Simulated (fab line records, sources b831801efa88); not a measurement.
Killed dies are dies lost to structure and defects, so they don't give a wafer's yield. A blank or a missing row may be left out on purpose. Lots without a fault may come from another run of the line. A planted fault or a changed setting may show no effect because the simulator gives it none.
fab line records | flow gf180mcu
record lots=5 wafers=15 last_day=34
route steps=602 shown TOP_METAL@578 PASSIVATION@587
lots that met no fault: from a run of the same line without faults
start_h: hours from the record's first day to the start of the lot's first wafer shown | wait_h: hours since the lot's step before | " the same as in the row above | L1.1+2: a row that stands for several wafers | - no value, or no start given | * or withheld: withheld | < > ~ a bound
route shown NAME@n: a module of which the file shows steps, and the number in the route of the first | usual: mean/standard deviation of fault-free wafers | same: alike in all rows | chamber/n: place in a boat | sites: the reading at each site | _std_site: their standard deviation | _edge_site: outer sites' mean less inner sites' | radius_mm: how far each site lies from the wafer's centre | mask NAME#n: copy n | behind: the tool/chamber that last shaped the wafer | hold: why the lot was held/for how many hours/how that ended | device: the transistor (n, p or np) that didn't switch | end of line: the same wafers' tests at the end of the route | a step without rows: its recipe alone | killed: dies lost to structure and defects at the first sort, not the wafer's yield | map: a wafer's dies, x killed, . not, _ none there
set.NAME: the setting as run; set.NAME@STEP: as run at that earlier step | model.NAME: the simulator's own value behind a step, which no gauge read
lots at some steps of the route; a table a step, a row a wafer
services: from which hour (start_h, from the record's first day; less than 0 if before it) a tool's chamber was out of use, for how many hours, and why
## steps
# step GF_TOP_METAL_EXPOSE_11
# recipe mask_id=MetalTop target_cd_nm=440 na=0.6 source_shape=conventional sigma_outer=0.6 dose_mj=170
# same na=0.6
# columns lot.wafer tool chamber start_h wait_h mask
L076.1+2+6 iline_stepper-01 0 - - MetalTop#0
L077.2+4+6 iline_stepper-02 0 - - MetalTop#0
L080.1+2+3 iline_stepper-01 0 - - MetalTop#0
L090.1+4+5 iline_stepper-02 0 - - MetalTop#0
L096.2+3+4 iline_stepper-02 0 - - MetalTop#0
# step GF_TOP_METAL_PEB_12
# recipe temp_c=withheld time_s=* resist=NOVOLAK
# columns lot.wafer tool chamber start_h wait_h
L076.1+2+6 litho_track-03 0 - -
L077.2+4+6 litho_track-04 0 - -
L080.1+2+3 litho_track-03 0 - -
L090.1+4+5 litho_track-04 0 - -
L096.2+3+4 litho_track-02 0 - -
# step GF_TOP_METAL_DEVELOP_13
# recipe develop_time_s=60 dev_temp_c=23
# columns lot.wafer tool chamber start_h wait_h
L076.1+2+6 litho_track-03 0 670.86 0.1
L077.2+4+6 litho_track-04 0 674.41 0.1
L080.1+2+3 litho_track-03 0 697.16 0.1
L090.1+4+5 litho_track-04 0 759.29 0.1
L096.2+3+4 litho_track-02 0 793.67 0.1
# step GF_TOP_METAL_CD_MEAS_14
# recipe target_cd_nm=440
# usual cd_nm=440.0/2.4
# columns lot.wafer tool chamber start_h wait_h cd_nm
L076.1 cd_sem-01 - 671.01 0.1 438.8
L076.2 " - " " 439.9
L076.6 " - " " 441.6
L077.2 cd_sem-02 - 674.56 0.1 441.3
L077.4 " - " " 442.0
L077.6 " - " " 440.1
L080.1 cd_sem-02 - 697.31 0.1 440.9
L080.2 " - " " 441.7
L080.3 " - " " 440.0
L090.1 cd_sem-02 - 759.44 0.1 437.4
L090.4 " - " " 436.3
L090.5 " - " " 438.2
L096.2 cd_sem-01 - 793.82 0.1 441.1
L096.3 " - " " 439.2
L096.4 " - " " 441.5
# step GF_TOP_METAL_OVL_MEAS_15
# usual TOP_METAL_OVL=-0.8/1.1
# columns lot.wafer tool chamber start_h wait_h TOP_METAL_OVL[nm]
L076.1 overlay-02 - 671.13 0.1 -1.2
L076.2 " - " " -0.2
L076.6 " - " " -0.8
L077.2 overlay-01 - 674.66 0.1 -2.7
L077.4 " - " " -1.4
L077.6 " - " " -1.4
L080.1 overlay-02 - 697.43 0.1 0.3
L080.2 " - " " 0.2
L080.3 " - " " 0.3
L090.1 overlay-01 - 759.56 0.1 -1.2
L090.4 " - " " -1.0
L090.5 " - " " -0.9
L096.2 overlay-01 - 793.92 0.1 -1.7
L096.3 " - " " -2.6
L096.4 " - " " -0.9
# step GF_TOP_METAL_METAL_ETCH_16
# recipe chemistry=Cl2/BCl3 mask_material=NOVOLAK target_depth_nm=1197 stop_on=SiO2 pressure_mtorr=8 icp_w=800 bias_w=140 Cl2_flow_sccm=80 bcl3_flow_sccm=40 time_s=192.1
# usual drypump_motor_current_A=5.7/0.43 oes_product_au=0.998/0.006 throttle_valve_pct=28.221/0.01
# columns lot.wafer tool chamber start_h wait_h drypump_motor_current_A oes_product_au rf_hours_counter_h throttle_valve_pct
L076.1 rie_metal-03 1 671.16 0.0 5.6 0.999 0 28.217
L076.2 " 0 " " 5.3 1.000 11 28.222
L076.6 " 1 " " 5.6 0.993 - 28.236
L077.2 rie_metal-02 1 674.69 0.0 4.8 1.001 9 28.229
L077.4 " 0 " " 6.2 1.002 - 28.206
L077.6 " 0 " " 6.2 0.997 - 28.204
L080.1 rie_metal-03 0 697.46 0.0 5.3 0.994 12 28.229
L080.2 " 1 " " 5.6 0.984 2 28.224
L080.3 " 1 " " 5.6 0.993 - 28.207
L090.1 rie_metal-01 1 759.59 0.0 6.0 1.002 4 28.233
L090.4 " 0 " " 5.8 1.007 - 28.211
L090.5 " 0 " " 5.8 1.005 - 28.214
L096.2 rie_metal-01 1 793.95 0.0 6.0 0.993 6 28.209
L096.3 " 0 " " 5.8 1.001 - 28.214
L096.4 " 1 " " 6.0 0.998 - 28.216
# step GF_TOP_METAL_STRIP_17
# recipe chemistry=O2/N2 power_w=1400 pressure_mtorr=1500 platen_temp_c=250 o2_flow_sccm=3000 n2_flow_sccm=300 overash_fraction=0.5
# usual drypump_motor_current_A=5.87/0.19 heater_power_w=322/31 oes_product_au=0.711/0.0047 strip_time_to_endpoint_s=13.12/0.064
# columns lot.wafer tool chamber start_h wait_h drypump_motor_current_A heater_power_w oes_product_au rf_hours_counter_h strip_time_to_endpoint_s
L076.1 plasma_asher-04 1 671.36 0.1 6.03 346 0.712 26 13.13
L076.2 " 0 " " 6.08 316 0.702 26 13.15
L076.6 " 0 " " 6.11 312 0.717 - 13.15
L077.2 plasma_asher-04 1 674.90 0.1 5.99 342 0.714 27 13.13
L077.4 " 0 " " 6.11 308 0.708 - 13.10
L077.6 " 1 " " 5.98 342 0.717 - 13.07
L080.1 plasma_asher-04 0 697.66 0.1 6.10 317 0.721 30 13.19
L080.2 " 1 " " 6.01 338 0.706 30 13.19
L080.3 " 1 " " 6.04 338 0.710 - 13.25
L090.1 plasma_asher-04 0 759.78 0.1 6.10 311 0.711 37 13.13
L090.4 " 1 " " 6.04 330 0.706 - 13.07
L090.5 " 0 " " 6.09 313 0.714 - 13.06
L096.2 plasma_asher-04 0 794.14 0.1 6.10 310 0.711 41 13.15
L096.3 " 0 " " 6.10 310 0.703 - 13.08
L096.4 " 1 " " 6.00 342 0.710 - 13.17
# step GF_TOP_METAL_STRIP_18
# recipe chemistry=post_etch_residue_remover time_s=1200 temp_c=72.5
# usual bath_heat_duty_pct=14.6/1.5
# columns lot.wafer tool chamber start_h wait_h bath_heat_duty_pct
L076.1 wet_bench-01 1 671.46 0.1 14.6
L076.2 " 1 " " 14.7
L076.6 " 1 " " 15.1
L077.2 wet_bench-01 2 675.00 0.1 15.1
L077.4 " 2 " " 13.5
L077.6 " 2 " " 13.9
L080.1 wet_bench-02 2 697.76 0.1 12.7
L080.2 " 2 " " 12.0
L080.3 " 2 " " 9.9
L090.1 wet_bench-02 1 759.88 0.1 16.3
L090.4 " 1 " " 15.9
L090.5 " 1 " " 16.3
L096.2 wet_bench-04 2 794.24 0.1 15.2
L096.3 " 2 " " 14.0
L096.4 " 2 " " 13.9
# step GF_TOP_METAL_CLEAN_19
# recipe chemistry=DIW dry=n2_spin
# columns lot.wafer tool chamber start_h wait_h
L076.1+2+6 wet_bench-02 1 671.83 0.0
L077.2+4+6 wet_bench-02 2 675.41 0.0
L080.1+2+3 wet_bench-01 3 698.10 0.0
L090.1+4+5 wet_bench-02 2 760.22 0.0
L096.2+3+4 wet_bench-02 1 794.58 0.0
# step GF_PASSIVATION_CVD_00
# recipe material=SiO2 target_thk_nm=1000 precursor=TEOS temp_c=400 time_s=111.95 rf_w=600
# usual heater_power_outer_w=412/70 heater_power_w=693/87
# columns lot.wafer tool chamber start_h wait_h heater_power_outer_w heater_power_w
L076.1 pecvd-03 1 671.92 0.0 501 731
L076.2 " 2 " " 388 679
L076.6 " 2 " " 288 548
L077.2 pecvd-03 2 675.50 0.0 313 572
L077.4 " 0 " " 360 659
L077.6 " 2 " " 364 631
L080.1 pecvd-04 2 698.28 0.0 384 657
L080.2 " 0 " " 439 721
L080.3 " 1 " " 419 701
L090.1 pecvd-01 1 760.32 0.0 469 794
L090.4 " 1 " " 369 648
L090.5 " 2 " " 524 867
L096.2 pecvd-01 2 794.68 0.0 512 821
L096.3 " 1 " " 474 829
L096.4 " 2 " " 545 867
# step GF_PASSIVATION_THK_MEAS_01
# recipe reads=SiO2_of_PASSIVATION_CVD_00
# usual PASSIVATION_CVD_00_THK=1001/13
# columns lot.wafer tool chamber start_h wait_h PASSIVATION_CVD_00_THK[nm]
L076.1 film_metro-03 - 672.00 0.0 991
L076.2 " - " " 1014
L076.6 " - " " 1012
L077.2 film_metro-02 - 675.59 0.0 1005
L077.4 " - " " 1018
L077.6 " - " " 1027
L080.1 film_metro-01 - 698.36 0.0 986
L080.2 " - " " 1000
L080.3 " - " " 990
L090.1 film_metro-03 - 760.39 0.0 968
L090.4 " - " " 992
L090.5 " - " " 999
L096.2 film_metro-02 - 794.76 0.0 986
L096.3 " - " " 972
L096.4 " - " " 1000
# step GF_PASSIVATION_CVD_02
# recipe material=Si3N4 target_thk_nm=700 time_s=486.18 temp_c=400 rf_w=450
# usual heater_power_outer_w=451/63 heater_power_w=746/81
# columns lot.wafer tool chamber start_h wait_h heater_power_outer_w heater_power_w
L076.1 pecvd-04 2 672.06 0.1 466 767
L076.2 " 1 " " 494 802
L076.6 " 2 " " 485 778
L077.2 pecvd-04 2 675.64 0.0 375 662
L077.4 " 0 " " 385 668
L077.6 " 2 " " 426 713
L080.1 pecvd-03 0 698.42 0.1 418 760
L080.2 " 2 " " 397 697
L080.3 " 1 " " 549 818
L090.1 pecvd-03 2 760.45 0.1 347 617
L090.4 " 0 " " 420 741
L090.5 " 1 " " 538 800
L096.2 pecvd-04 1 794.81 0.0 403 696
L096.3 " 2 " " 463 763
L096.4 " 0 " " 513 790
# step GF_PASSIVATION_THK_MEAS_03
# recipe reads=Si3N4_of_PASSIVATION_CVD_02
# usual PASSIVATION_CVD_02_THK=703/8.4
# columns lot.wafer tool chamber start_h wait_h PASSIVATION_CVD_02_THK[nm]
L076.1 film_metro-01 - 672.35 0.1 702
L076.2 " - " " 693
L076.6 " - " " 710
L077.2 film_metro-01 - 675.94 0.2 693
L077.4 " - " " 711
L077.6 " - " " 707
L080.1 film_metro-03 - 698.71 0.1 697
L080.2 " - " " 690
L080.3 " - " " 696
L090.1 film_metro-01 - 760.74 0.1 694
L090.4 " - " " 712
L090.5 " - " " 703
L096.2 film_metro-01 - 795.11 0.2 695
L096.3 " - " " 699
L096.4 " - " " 708
# step GF_PASSIVATION_DEHYDRATE_04
# recipe temp_c=200 time_s=60
# columns lot.wafer tool chamber start_h wait_h
L076.1+2+6 litho_track-01 0 681.12 8.8
L077.2+4+6 litho_track-02 0 684.82 8.9
L080.1+2+3 litho_track-01 0 707.22 8.5
L090.1+4+5 litho_track-02 0 768.35 7.6
L096.2+3+4 litho_track-01 0 801.79 6.7
# step GF_PASSIVATION_HMDS_05
# recipe prime_time_s=60 prime_temp_c=120
# usual prime_temp_c=119.98/0.15
# columns lot.wafer tool chamber start_h wait_h prime_temp_c
L076.1 litho_track-01 0 681.27 0.1 119.91
L076.2 " 0 " " 119.77
L076.6 " 0 " " 119.95
L077.2 litho_track-02 0 684.97 0.1 119.81
L077.4 " 0 " " 119.76
L077.6 " 0 " " 119.74
L080.1 litho_track-01 0 707.37 0.1 120.10
L080.2 " 0 " " 119.83
L080.3 " 0 " " 119.85
L090.1 litho_track-02 0 768.50 0.1 120.02
L090.4 " 0 " " 119.88
L090.5 " 0 " " 120.06
L096.2 litho_track-01 0 801.94 0.1 120.10
L096.3 " 0 " " 120.25
L096.4 " 0 " " 120.12
# step GF_PASSIVATION_COAT_06
# recipe spin_rpm=2000 resist_thk_nm=4000
# columns lot.wafer tool chamber start_h wait_h
L076.1+2+6 litho_track-01 0 681.42 0.1
L077.2+4+6 litho_track-02 0 685.12 0.1
L080.1+2+3 litho_track-01 0 707.52 0.1
L090.1+4+5 litho_track-02 0 768.65 0.1
L096.2+3+4 litho_track-01 0 802.09 0.1
# step GF_PASSIVATION_SOFTBAKE_07
# recipe temp_c=110 time_s=withheld
# columns lot.wafer tool chamber start_h wait_h
L076.1+2+6 litho_track-01 0 681.57 0.1
L077.2+4+6 litho_track-02 0 685.28 0.1
L080.1+2+3 litho_track-01 0 707.67 0.1
L090.1+4+5 litho_track-02 0 768.80 0.1
L096.2+3+4 litho_track-01 0 802.25 0.1
# step GF_PASSIVATION_EXPOSE_08
# recipe mask_id=Pad target_cd_nm=40000 na=0.57 dose_mj=310
# same na=0.57
# columns lot.wafer tool chamber start_h wait_h mask
L076.1+2+6 iline_stepper-02 0 - - Pad#0
L077.2+4+6 iline_stepper-01 0 - - Pad#0
L080.1+2+3 iline_stepper-02 0 - - Pad#0
L090.1+4+5 iline_stepper-02 0 - - Pad#0
L096.2+3+4 iline_stepper-01 0 - - Pad#0
# step GF_PASSIVATION_PEB_09
# recipe temp_c=115 time_s=withheld
# columns lot.wafer tool chamber start_h wait_h
L076.1+2+6 litho_track-02 0 - -
L077.2+4+6 litho_track-01 0 - -
L080.1+2+3 litho_track-04 0 - -
L090.1+4+5 litho_track-01 0 - -
L096.2+3+4 litho_track-04 0 - -
# step GF_PASSIVATION_DEVELOP_10
# recipe develop_time_s=60 dev_temp_c=23
# columns lot.wafer tool chamber start_h wait_h
L076.1+2+6 litho_track-02 0 - -
L077.2+4+6 litho_track-01 0 - -
L080.1+2+3 litho_track-04 0 - -
L090.1+4+5 litho_track-01 0 - -
L096.2+3+4 litho_track-04 0 - -
# step GF_PASSIVATION_ETCH_11
# recipe chemistry=CF4/O2 target_depth_nm=2040 stop_on=TiN source_w=772.9 bias_w=150 pressure_mtorr=150 cf4_flow_sccm=80 O2_flow_sccm=10 time_s=453.3
# usual drypump_motor_current_A=6.0/0.49 oes_product_au=0.979/0.0064 throttle_valve_pct=5.965/0.0088
# columns lot.wafer tool chamber start_h wait_h drypump_motor_current_A oes_product_au rf_hours_counter_h throttle_valve_pct
L076.1 rie_diel-01 0 691.10 - 5.6 0.969 12 5.981
L076.2 " 3 " " 6.1 0.969 14 5.974
L076.6 " 0 " " 5.6 0.968 - 5.957
L077.2 rie_diel-01 3 694.67 - 6.1 0.979 14 5.964
L077.4 " 2 " " 4.8 0.970 59 5.955
L077.6 " 2 " " 4.8 0.973 - 5.956
L080.1 rie_diel-03 2 716.89 - 5.3 0.994 1 5.976
L080.2 " 1 " " 5.7 0.968 4 5.952
L080.3 " 0 " " 6.7 0.983 10 5.955
L090.1 rie_diel-03 2 776.57 - 5.4 0.966 4 5.965
L090.4 " 1 " " 5.7 0.978 7 5.965
L090.5 " 2 " " 5.3 0.979 - 5.968
L096.2 rie_diel-03 2 809.63 - 5.3 0.979 6 5.964
L096.3 " 3 " " 6.0 0.977 22 5.967
L096.4 " 1 " " 5.7 0.971 9 5.951
# step GF_PASSIVATION_STRIP_12
# recipe chemistry=O2/N2 power_w=1400 pressure_mtorr=1500 platen_temp_c=250 o2_flow_sccm=3000 n2_flow_sccm=300 overash_fraction=0.5
# usual drypump_motor_current_A=5.79/0.25 heater_power_w=325/32 oes_product_au=0.719/0.0044 strip_time_to_endpoint_s=33.31/0.2
# columns lot.wafer tool chamber start_h wait_h drypump_motor_current_A heater_power_w oes_product_au rf_hours_counter_h strip_time_to_endpoint_s
L076.1 plasma_asher-04 0 691.36 0.1 6.09 313 0.721 29 33.79
L076.2 " 1 " " 6.02 337 0.712 29 33.60
L076.6 " 1 " " 6.03 335 0.719 - 33.77
L077.2 plasma_asher-03 1 694.94 0.1 5.42 353 0.726 107 33.35
L077.4 " 0 " " 5.74 285 0.712 - 33.32
L077.6 " 1 " " 5.43 345 0.722 - 33.18
L080.1 plasma_asher-04 1 717.15 0.1 6.01 338 0.715 33 33.01
L080.2 " 0 " " 6.10 316 0.725 33 33.32
L080.3 " 1 " " 5.99 333 0.715 - 33.00
L090.1 plasma_asher-03 0 776.84 0.1 5.77 291 0.723 3 33.50
L090.4 " 1 " " 5.44 357 0.715 - 33.43
L090.5 " 0 " " 5.74 281 0.718 - 33.56
L096.2 plasma_asher-04 0 809.90 0.1 6.10 306 0.717 42 33.35
L096.3 " 1 " " 5.98 341 0.712 - 33.18
L096.4 " 0 " " 6.11 311 0.721 - 33.30
# step GF_PASSIVATION_ANNEAL_13
# recipe temp_c=400 time_s=1800 ambient=N2/H2 idle_temp_c=300 ramp_up_c_per_min=10 ramp_down_c_per_min=3
# usual spike_tc_lower_C=399.5/1.2 zone_power_bottom_pct=6.31/0.15
# columns lot.wafer tool chamber start_h wait_h spike_tc_lower_C zone_power_bottom_pct
L076.1 furnace-01 0 691.46 0.1 397.5 6.37
L076.2 " 0 " " 397.7 6.41
L076.6 " 0 " " 399.1 6.40
L077.2 furnace-01 0 695.04 0.1 397.4 6.38
L077.4 " 0 " " 398.2 6.58
L077.6 " 0 " " 399.4 6.46
L080.1 furnace-01 0 717.25 0.1 399.3 6.46
L080.2 " 0 " " 400.1 6.48
L080.3 " 0 " " 398.7 6.37
L090.1 furnace-01 0 776.94 0.1 398.6 6.46
L090.4 " 0 " " 399.5 6.38
L090.5 " 0 " " 400.2 6.50
L096.2 furnace-01 0 810.00 0.1 396.9 6.45
L096.3 " 0 " " 399.7 6.52
L096.4 " 0 " " 399.6 6.40
# step GF_PASSIVATION_BOW_MEAS_14
# recipe mode=bow
# usual PASSIVATION_BOW=134/10
# columns lot.wafer tool chamber start_h wait_h PASSIVATION_BOW[um]
L076.1 film_metro-03 - 692.96 0.0 126
L076.2 " - " " 137
L076.6 " - " " 142
L077.2 film_metro-03 - 696.56 0.0 135
L077.4 " - " " 131
L077.6 " - " " 138
L080.1 film_metro-01 - 718.75 0.0 126
L080.2 " - " " 129
L080.3 " - " " 134
L090.1 film_metro-01 - 778.44 0.0 140
L090.4 " - " " 137
L090.5 " - " " 132
L096.2 film_metro-01 - 811.52 0.0 140
L096.3 " - " " 147
L096.4 " - " " 151
## services
# columns tool chamber start_h hours kind
rie_diel-03 2 640.71 4.9 repair
pecvd-01 - 645.76 2.8 pm
furnace-01 - 659.93 3.0 pm
iline_stepper-02 - 665.85 2.1 pm
iline_stepper-02 - 667.93 - consumable_replace:lamp
iline_stepper-01 - 671.25 1.7 pm
iline_stepper-02 - 687.43 1.7 pm
rie_metal-01 1 695.97 4.6 repair
rie_diel-01 0 703.86 2.8 repair
rie_metal-03 - 729.38 0.8 repair
iline_stepper-01 - 729.92 2.1 pm
iline_stepper-01 - 732.00 - consumable_replace:lamp
plasma_asher-03 - 733.75 9.0 pm
rie_metal-02 1 734.72 3.2 repair
plasma_asher-04 - 735.49 6.8 repair
furnace-01 - 738.23 3.7 pm
rie_metal-03 - 760.70 4.3 pm
pecvd-01 - 764.00 0.8 pm
iline_stepper-01 - 766.67 9.6 repair
rie_metal-02 - 778.98 0.3 repair
plasma_asher-03 - 796.22 10.0 pm
pecvd-01 - 799.38 14.0 pm
pecvd-04 - 800.14 3.2 repair
rie_diel-03 0 806.33 1.8 repair
## key
fault none
